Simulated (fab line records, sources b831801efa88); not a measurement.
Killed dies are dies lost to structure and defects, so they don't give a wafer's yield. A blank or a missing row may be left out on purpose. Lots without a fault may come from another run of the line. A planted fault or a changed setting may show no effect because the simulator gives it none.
fab line records | flow sky130
record lots=6 wafers=18 last_day=49
route steps=708 shown SONOS_ONO@176 GATE_OXIDE@187 PAD_OPEN@708
lots that met no fault: from a run of the same line without faults
start_h: hours from the record's first day to the start of the lot's first wafer shown | wait_h: hours since the lot's step before | " the same as in the row above | L1.1+2: a row that stands for several wafers | - no value, or no start given | * or withheld: withheld | < > ~ a bound
route shown NAME@n: a module of which the file shows steps, and the number in the route of the first | usual: mean/standard deviation of fault-free wafers | same: alike in all rows | chamber/n: place in a boat | sites: the reading at each site | _std_site: their standard deviation | _edge_site: outer sites' mean less inner sites' | radius_mm: how far each site lies from the wafer's centre | mask NAME#n: copy n | behind: the tool/chamber that last shaped the wafer | hold: why the lot was held/for how many hours/how that ended | device: the transistor (n, p or np) that didn't switch | end of line: the same wafers' tests at the end of the route | a step without rows: its recipe alone | killed: dies lost to structure and defects at the first sort, not the wafer's yield | map: a wafer's dies, x killed, . not, _ none there
set.NAME: the setting as run; set.NAME@STEP: as run at that earlier step | model.NAME: the simulator's own value behind a step, which no gauge read
lots at some steps of the route; a table a step, a row a wafer
services: from which hour (start_h, from the record's first day; less than 0 if before it) a tool's chamber was out of use, for how many hours, and why
## steps
# step SKY_SONOS_ONO_COAT_08
# recipe resist=NOVOLAK spin_rpm=3000 resist_thk_nm=1140
# step SKY_SONOS_ONO_SOFTBAKE_09
# recipe temp_c=90 time_s=60 resist=NOVOLAK
# step SKY_SONOS_ONO_EXPOSE_10
# recipe mask_id=ONOM target_cd_nm=410 na=0.6 source_shape=conventional sigma_outer=0.6 dose_mj=150
# step SKY_SONOS_ONO_PEB_11
# recipe temp_c=withheld time_s=* resist=NOVOLAK
# step SKY_SONOS_ONO_DEVELOP_12
# recipe develop_time_s=60 dev_temp_c=23
# step SKY_SONOS_ONO_CD_MEAS_13
# recipe target_cd_nm=410
# usual cd_nm=410.5/2.5
# columns lot.wafer tool chamber start_h wait_h cd_nm
L333.1 cd_sem-01 - 276.40 0.1 407.7
L333.2 " - " " 410.0
L333.6 " - " " 409.4
L337.1 cd_sem-01 - 323.40 0.1 407.4
L337.5 " - " " 405.5
L337.6 " - " " 405.9
L341.1 cd_sem-01 - 347.73 0.1 408.5
L341.2 " - " " 408.9
L341.4 " - " " 407.6
L346.1 cd_sem-02 - 388.68 0.1 406.9
L346.4 " - " " 406.4
L346.5 " - " " 407.4
L350.3 cd_sem-01 - 422.45 0.1 412.2
L350.4 " - " " 410.6
L350.5 " - " " 409.0
L351.2 cd_sem-01 - 427.47 0.1 409.7
L351.3 " - " " 410.1
L351.5 " - " " 411.3
# step SKY_SONOS_ONO_OVL_MEAS_14
# usual SONOS_ONO_OVL=0.5/1.4
# columns lot.wafer tool chamber start_h wait_h SONOS_ONO_OVL[nm]
L333.1 overlay-01 - 276.52 0.1 -1.0
L333.2 " - " " 0.0
L333.6 " - " " -0.1
L337.1 overlay-01 - 323.52 0.1 1.9
L337.5 " - " " 1.2
L337.6 " - " " 0.2
L341.1 overlay-01 - 347.85 0.1 -0.3
L341.2 " - " " 1.7
L341.4 " - " " -1.2
L346.1 overlay-01 - 388.80 0.1 -0.4
L346.4 " - " " 1.8
L346.5 " - " " -0.9
L350.3 overlay-02 - 422.55 0.1 -1.5
L350.4 " - " " -1.2
L350.5 " - " " -0.3
L351.2 overlay-02 - 427.58 0.1 0.3
L351.3 " - " " -1.3
L351.5 " - " " 1.4
# step SKY_SONOS_ONO_ETCH_15
# recipe target_depth_nm=19.52 chemistry=CHF3/O2 source_w=600 bias_w=200 pressure_mtorr=40 chf3_flow_sccm=50 O2_flow_sccm=5 time_s=7.8
# usual bias_w=200.0/0.53 drypump_motor_current_A=5.5/0.48 oes_product_au=0.998/0.0092 throttle_valve_pct=8.825/0.0087
# columns lot.wafer tool chamber start_h wait_h bias_w drypump_motor_current_A oes_product_au rf_hours_counter_h throttle_valve_pct
L333.1 rie_diel-02 2 276.56 0.0 201.0 6.0 1.001 18 8.811
L333.2 " 3 " " 199.9 5.0 0.985 43 8.827
L333.6 " 2 " " 201.0 6.0 1.003 - 8.819
L337.1 rie_diel-04 1 323.56 0.0 200.4 5.8 1.012 1 8.821
L337.5 " 2 " " 199.9 5.1 1.005 - 8.822
L337.6 " 3 " " 200.0 6.0 0.997 - 8.820
L341.1 rie_diel-01 2 347.89 0.0 200.2 5.8 0.996 5 8.817
L341.2 " 1 " " 199.9 6.0 1.003 9 8.846
L341.4 " 0 " " 199.6 6.0 0.997 75 8.827
L346.1 rie_diel-01 0 388.84 0.0 200.2 6.0 1.002 76 8.819
L346.4 " 2 " " 200.2 5.9 1.009 6 8.823
L346.5 " 3 " " 201.4 4.8 0.983 - 8.806
L350.3 rie_diel-01 3 422.57 0.0 199.9 4.8 0.999 10 8.830
L350.4 " 0 " " 200.5 6.0 1.003 76 8.820
L350.5 " 1 " " 200.0 6.1 1.001 - 8.820
L351.2 rie_diel-01 1 427.61 0.0 201.1 6.1 1.007 10 8.825
L351.3 " 2 " " 200.1 5.9 1.000 7 8.837
L351.5 " 0 " " 199.2 6.0 1.000 - 8.828
# step SKY_SONOS_ONO_WET_ETCH_16
# recipe chemistry=dHF target_depth_nm=14 dry=n2_spin target=SiO2 dilution=100:1 temp_c=25 time_s=280
# step SKY_SONOS_ONO_STRIP_17
# recipe chemistry=O2/N2 power_w=1400 pressure_mtorr=1500 platen_temp_c=withheld o2_flow_sccm=3000 n2_flow_sccm=300 overash_fraction=0.5
# usual drypump_motor_current_A=5.5/0.32 oes_product_au=0.710/0.005 strip_time_to_endpoint_s=14.13/0.041
# same overash_fraction=0.5
# columns lot.wafer tool chamber start_h wait_h drypump_motor_current_A oes_product_au rf_hours_counter_h strip_time_to_endpoint_s
L333.1 plasma_asher-01 1 276.67 0.0 4.9 0.714 47 14.11
L333.2 " 0 " " 5.4 0.708 47 14.13
L333.6 " 1 " " 4.8 0.718 - 14.05
L337.1 plasma_asher-01 1 323.66 0.0 4.8 0.713 51 14.10
L337.5 " 0 " " 5.4 0.712 - 14.05
L337.6 " 1 " " 4.9 0.708 - 14.06
L341.1 plasma_asher-02 1 348.00 0.0 5.3 0.707 65 14.13
L341.2 " 0 " " 6.0 0.717 65 14.14
L341.4 " 1 " " 5.3 0.710 - 14.13
L346.1 plasma_asher-03 0 388.95 0.0 5.6 0.702 26 14.14
L346.4 " 1 " " 5.7 0.702 - 14.13
L346.5 " 1 " " 5.7 0.721 - 14.18
L350.3 plasma_asher-03 1 422.71 0.0 5.7 0.704 - 14.23
L350.4 " 0 " " 5.6 0.713 - 14.17
L350.5 " 0 " " 5.6 0.707 - 14.17
L351.2 plasma_asher-03 0 427.71 0.0 5.6 0.710 30 14.10
L351.3 " 0 " " 5.6 0.708 - 14.08
L351.5 " 0 " " 5.6 0.706 - 14.08
# step SKY_SONOS_ONO_WET_ETCH_18
# recipe chemistry=H3PO4 target_depth_nm=15 target=Si3N4 temp_c=160 time_s=172
# step SKY_GATE_OXIDE_CLEAN_00
# recipe chemistry=SC1/SC2 mix=1:4:20 temp_c=70 time_s=150 dry=n2_spin
# step SKY_GATE_OXIDE_OXIDATION_01
# recipe temp_c=900 ambient=O2 stabilise_s=600 purge_s=300 target_thk_a=102.68 ox_time_s=1473
# usual stabilise_s=600/0 zone_power_lower_pct=16.5/0.75
# columns lot.wafer tool chamber start_h wait_h stabilise_s zone_power_lower_pct
L333.1 furnace-01 0 277.23 0.4 600 17.2
L333.2 " 0 " " 600 17.6
L333.6 " 0 " " 600 17.4
L337.1 furnace-02 0 324.00 0.1 600 15.5
L337.5 " 0 " " 600 15.7
L337.6 " 0 " " 600 15.5
L341.1 furnace-01 0 349.16 0.9 600 17.3
L341.2 " 0 " " 600 17.3
L341.4 " 0 " " 600 17.0
L346.1 furnace-01 0 389.53 0.4 600 17.5
L346.4 " 0 " " 600 17.2
L346.5 " 0 " " 600 17.4
L350.3 furnace-02 0 423.03 0.1 5400 15.5
L350.4 " 0 " " 5400 15.8
L350.5 " 0 " " 5400 15.6
L351.2 furnace-02 0 427.92 0.0 5400 15.9
L351.3 " 0 " " 5400 15.5
L351.5 " 0 " " 5400 15.8
# step SKY_GATE_OXIDE_THK_MEAS_02
# recipe reads=SiO2_of_GATE_OXIDE_OXIDATION_01
# usual GATE_OXIDE_OXIDATION_00_THK=10.27/0.2
# columns lot.wafer tool chamber start_h wait_h GATE_OXIDE_OXIDATION_00_THK[nm]
L333.1 film_metro-01 - 278.64 0.0 10.44
L333.2 " - " " 10.35
L333.6 " - " " 10.52
L337.1 film_metro-04 - 325.41 0.0 10.24
L337.5 " - " " 10.10
L337.6 " - " " 10.03
L341.1 film_metro-02 - 350.57 0.0 10.40
L341.2 " - " " 10.70
L341.4 " - " " 10.43
L346.1 film_metro-01 - 390.94 0.0 10.37
L346.4 " - " " 10.30
L346.5 " - " " 10.30
L350.3 film_metro-04 - 424.46 0.0 10.16
L350.4 " - " " 10.36
L350.5 " - " " 10.05
L351.2 film_metro-04 - 429.34 0.0 9.93
L351.3 " - " " 9.92
L351.5 " - " " 10.03
# step SKY_PAD_OPEN_PROBE_99
# usual killed_at_M0_to_M3=43/6.9 killed_at_M4_up=3.1/1.8 killed_at_contacts=24/5.1 killed_at_front_end=15/4.8 killed_at_other=0.3/0.48 killed_dies=86/8.9 killed_open=47/6.8 killed_short=39/6.3
# same gross_dies=492 killed_at_back_side=0
# columns lot.wafer tool chamber start_h wait_h killed_at_M0_to_M3 killed_at_M4_up killed_at_contacts killed_at_front_end killed_at_other killed_dies killed_open killed_short model.etest.pfet_g5v0d10v5.r_on_ohm_um model.etest.res_pwell_under_gate.rs_ohm_sq model.etest.pfet_g5v0d10v5.drive_ua_um model.etest.pfet_01v8_mvt.drive_ua_um model.etest.field_n.vt_v model.etest.pfet_01v8_mvt.off_log10_a_um model.etest.pfet_g5v0d10v5.off_log10_a_um model.etest.nfet_05v0_nvt.off_log10_a_um
L333.1 prober-02 - 1069.15 0.1 43 1 25 13 1 83 49 34 4805 2294 336.1 151 35.95 -10.5 -12.56 -11.09
L333.2 prober-02 - 1069.20 0.1 51 4 23 13 0 91 54 37 4780 2288 335.7 152 36.26 -10.75 -12.91 -10.92
L333.6 prober-02 - 1069.40 0.2 46 3 16 19 0 84 41 43 4832 2292 338.7 151.9 36.23 -10.59 -12.69 -11.03
L337.1 prober-01 - 1114.70 0.1 43 1 26 16 1 87 53 33 4849 2259 334.2 148.3 36.34 -10.36 -12.98 -11.02
L337.5 prober-01 - 1114.90 0.2 51 0 18 17 1 87 53 33 4779 2284 335.4 150.5 36.24 -10.25 -13.25 -11.22
L337.6 prober-01 - 1114.95 0.2 51 3 14 14 0 82 40 42 4764 2290 339.2 150.6 36.22 -10.35 -12.94 -10.89
L341.1 prober-01 - 1127.28 0.1 35 4 26 14 0 79 40 38 4697 2285 346.9 154.2 36.33 -10.92 -12.47 -11.02
L341.2 prober-01 - 1127.33 0.1 50 2 25 13 0 90 52 37 4769 2280 337.3 150.9 35.52 -11.07 -12.45 -11.02
L341.4 prober-01 - 1127.43 0.2 52 2 28 6 0 88 47 41 4751 2284 342.1 152 35.66 -11.15 -12.72 -11.11
L346.1 prober-01 - 1154.33 0.1 58 4 20 16 0 98 55 43 4742 2288 345.8 149.4 36.45 -11.2 -12.5 -10.96
L346.4 prober-01 - 1154.48 0.2 43 6 24 15 1 89 50 39 4684 2269 346.8 151.4 36.23 -11.15 -12.5 -11.11
L346.5 prober-01 - 1154.53 0.2 44 2 26 13 1 86 46 40 4654 2293 350.5 154.2 36.9 -11.25 -12.22 -11.12
L350.3 prober-01 - 1173.95 0.2 52 8 24 16 0 100 47 53 4846 2273 335.2 149.6 34.81 -11.12 -13.19 -11.15
L350.4 prober-01 - 1174.00 0.2 40 5 18 26 0 89 50 37 4910 2267 331.6 146.7 34.62 -11.21 -13.28 -11.23
L350.5 prober-01 - 1174.05 0.2 39 5 26 12 0 82 47 35 4931 2264 329 144.4 34.78 -11.24 -13.2 -11.19
L351.2 prober-02 - 1176.32 0.1 42 4 24 12 0 82 41 41 4802 2272 337.8 143.5 35.19 -11.72 -13.25 -11.22
L351.3 prober-02 - 1176.37 0.2 43 1 30 8 0 82 45 36 4764 2254 336.4 146 34.85 -11.52 -13.41 -11.37
L351.5 prober-02 - 1176.47 0.2 46 3 25 7 1 82 46 35 4903 2266 329.6 139.7 34.74 -11.81 -13.5 -11.11
# killed by level:class
L333.1 VIA1:geometric_particle:open=12 CONTACT:geometric_particle:open=11 VIA3:geometric_particle:open=9 CONTACT:geometric_particle:short=8 METAL1:geometric_particle:short=7 FIELD_ISO:geometric_particle:open=5 METAL3:geometric_particle:short=4 POLY_GATE:geometric_particle:open=3
L333.2 VIA1:geometric_particle:open=10 VIA2:geometric_particle:open=10 LI_CONTACT:geometric_particle:open=9 CONTACT:geometric_particle:short=6 METAL3:geometric_particle:short=6 CONTACT:geometric_particle:open=5 METAL2:geometric_particle:open=5 VIA3:geometric_particle:open=5
L333.6 METAL2:geometric_particle:short=9 CONTACT:geometric_particle:open=8 VIA1:geometric_particle:open=7 VIA2:geometric_particle:open=7 FIELD_ISO:geometric_particle:open=6 VIA3:geometric_particle:open=5 FIELD_ISO:geometric_particle:short=4 POLY_GATE:geometric_particle:open=4
L337.1 CONTACT:geometric_particle:open=13 METAL2:geometric_particle:short=11 VIA1:geometric_particle:open=9 LI_CONTACT:geometric_particle:open=6 VIA2:geometric_particle:open=6 VIA3:geometric_particle:open=6 POLY_GATE:geometric_particle:short=4 POLY_GATE:geometric_particle:open=4
L337.5 VIA1:geometric_particle:open=10 METAL1:geometric_particle:short=8 VIA3:geometric_particle:open=8 LI_CONTACT:geometric_particle:open=7 VIA2:geometric_particle:open=7 CONTACT:geometric_particle:open=6 FIELD_ISO:geometric_particle:short=5 METAL2:geometric_particle:short=5
L337.6 VIA1:geometric_particle:open=7 CONTACT:geometric_particle:open=7 METAL1:geometric_particle:short=7 VIA1:geometric_particle:short=6 METAL2:geometric_particle:short=6 VIA2:geometric_particle:open=5 VIA3:geometric_particle:open=5 POLY_GATE:geometric_particle:short=4
L341.1 VIA1:geometric_particle:open=12 CONTACT:geometric_particle:open=9 METAL1:geometric_particle:short=7 FIELD_ISO:geometric_particle:open=6 LI_CONTACT:geometric_particle:short=5 LOCAL_INTERCONNECT:geometric_particle:short=4 CONTACT:geometric_particle:short=4 FIELD_ISO:geometric_particle:short=3
L341.2 VIA1:geometric_particle:open=21 LI_CONTACT:geometric_particle:open=8 VIA1:geometric_particle:short=7 VIA3:geometric_particle:open=6 CONTACT:geometric_particle:open=6 CONTACT:geometric_particle:short=6 POLY_GATE:geometric_particle:short=3 METAL1:geometric_particle:short=3
L341.4 VIA1:geometric_particle:open=13 VIA1:geometric_particle:short=9 LI_CONTACT:geometric_particle:open=8 METAL1:geometric_particle:short=7 CONTACT:geometric_particle:open=6 VIA2:geometric_particle:open=6 VIA3:geometric_particle:open=6 CONTACT:geometric_particle:short=5
L346.1 VIA1:geometric_particle:open=16 LI_CONTACT:geometric_particle:open=11 VIA1:geometric_particle:short=7 FIELD_ISO:geometric_particle:short=6 METAL2:geometric_particle:short=6 VIA2:geometric_particle:open=6 VIA3:geometric_particle:open=6 CONTACT:geometric_particle:open=5
L346.4 VIA1:geometric_particle:open=14 CONTACT:geometric_particle:open=10 FIELD_ISO:geometric_particle:short=7 VIA2:geometric_particle:open=7 LI_CONTACT:geometric_particle:open=6 VIA3:geometric_particle:open=6 METAL4:geometric_particle:short=6 POLY_GATE:geometric_particle:short=5
L346.5 CONTACT:geometric_particle:open=11 VIA1:geometric_particle:short=7 VIA2:geometric_particle:open=6 LI_CONTACT:geometric_particle:open=6 VIA1:geometric_particle:open=6 METAL2:geometric_particle:short=6 VIA3:geometric_particle:open=5 POLY_GATE:geometric_particle:open=4
L350.3 VIA1:geometric_particle:open=13 METAL2:geometric_particle:short=12 CONTACT:geometric_particle:open=8 POLY_GATE:geometric_particle:short=6 LOCAL_INTERCONNECT:geometric_particle:short=6 VIA3:geometric_particle:open=6 FIELD_ISO:geometric_particle:short=5 CONTACT:geometric_particle:short=5
L350.4 FIELD_ISO:geometric_particle:short=10 VIA1:geometric_particle:open=9 FIELD_ISO:geometric_particle:open=8 VIA3:geometric_particle:open=8 CONTACT:geometric_particle:open=7 LI_CONTACT:geometric_particle:open=7 VIA2:geometric_particle:open=5 POLY_GATE:geometric_particle:short=4
L350.5 CONTACT:geometric_particle:open=16 VIA1:geometric_particle:open=11 VIA2:geometric_particle:open=7 POLY_GATE:geometric_particle:short=4 CONTACT:geometric_particle:short=4 VIA1:geometric_particle:short=4 VIA3:geometric_particle:short=4 FIELD_ISO:geometric_particle:short=3
L351.2 CONTACT:geometric_particle:open=9 VIA1:geometric_particle:open=7 VIA1:geometric_particle:short=7 VIA2:geometric_particle:open=7 METAL1:geometric_particle:short=6 LI_CONTACT:geometric_particle:open=5 CONTACT:geometric_particle:short=4 VIA3:geometric_particle:short=4
L351.3 VIA1:geometric_particle:open=11 CONTACT:geometric_particle:open=10 CONTACT:geometric_particle:short=7 LI_CONTACT:geometric_particle:open=6 VIA1:geometric_particle:short=6 VIA3:geometric_particle:open=4 LI_CONTACT:geometric_particle:short=4 METAL2:geometric_particle:open=4
L351.5 CONTACT:geometric_particle:open=12 VIA1:geometric_particle:open=9 VIA1:geometric_particle:short=8 VIA2:geometric_particle:open=5 LI_CONTACT:geometric_particle:open=4 METAL3:geometric_particle:short=4 VIA3:geometric_particle:open=4 POLY_GATE:geometric_particle:open=3
## services
# columns tool chamber start_h hours kind
rie_diel-04 - 277.11 1.4 repair
rie_diel-04 3 288.27 4.8 repair
rie_diel-02 0 297.53 28.9 repair
furnace-02 - 310.38 5.2 repair
rie_diel-02 - 322.08 2.7 repair
plasma_asher-03 - 322.17 3.6 repair
furnace-02 - 329.23 4.5 pm
furnace-01 - 334.08 3.9 pm
rie_diel-01 - 335.10 0.3 repair
plasma_asher-03 - 340.89 4.2 repair
rie_diel-02 2 357.06 22.8 repair
rie_diel-01 - 377.16 2.8 pm
furnace-01 - 377.87 3.5 pm
plasma_asher-01 - 408.61 0.6 repair
plasma_asher-02 - 421.25 9.0 pm
plasma_asher-02 0 421.25 9.0 vent_cycle
plasma_asher-02 1 421.25 9.0 vent_cycle
## key
first_sign step=SKY_GATE_OXIDE_OXIDATION_01 reading=stabilise_s direction=up sigmas=99+ usual=600 struck=5400
effect none on later readings
model_effect step=SKY_PAD_OPEN_PROBE_99 value=etest.pfet_g5v0d10v5.r_on_ohm_um without=4729 struck=4859
met_at SKY_GATE_OXIDE_OXIDATION_01
struck_wafers L350.3,L350.4,L350.5,L351.2,L351.3,L351.5
tester_left_out L350,L351
onset_between 324.00 423.03
fault kind=process_parameter_drift tool=furnace-02 chamber=- onset_h=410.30 steps=SKY_GATE_OXIDE_OXIDATION_01 channel=stabilise_s offset=4800 shape=step end_h=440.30 acts_in=these_recipes_only stated=600
# tester_left_out: of these lots the tester's yield and bins aren't shown, on N5 and GAA mostly nor the transistor test; their killed dies are dies lost to structure and defects alone, not to doping, threshold or leakage, so they don't give the yield
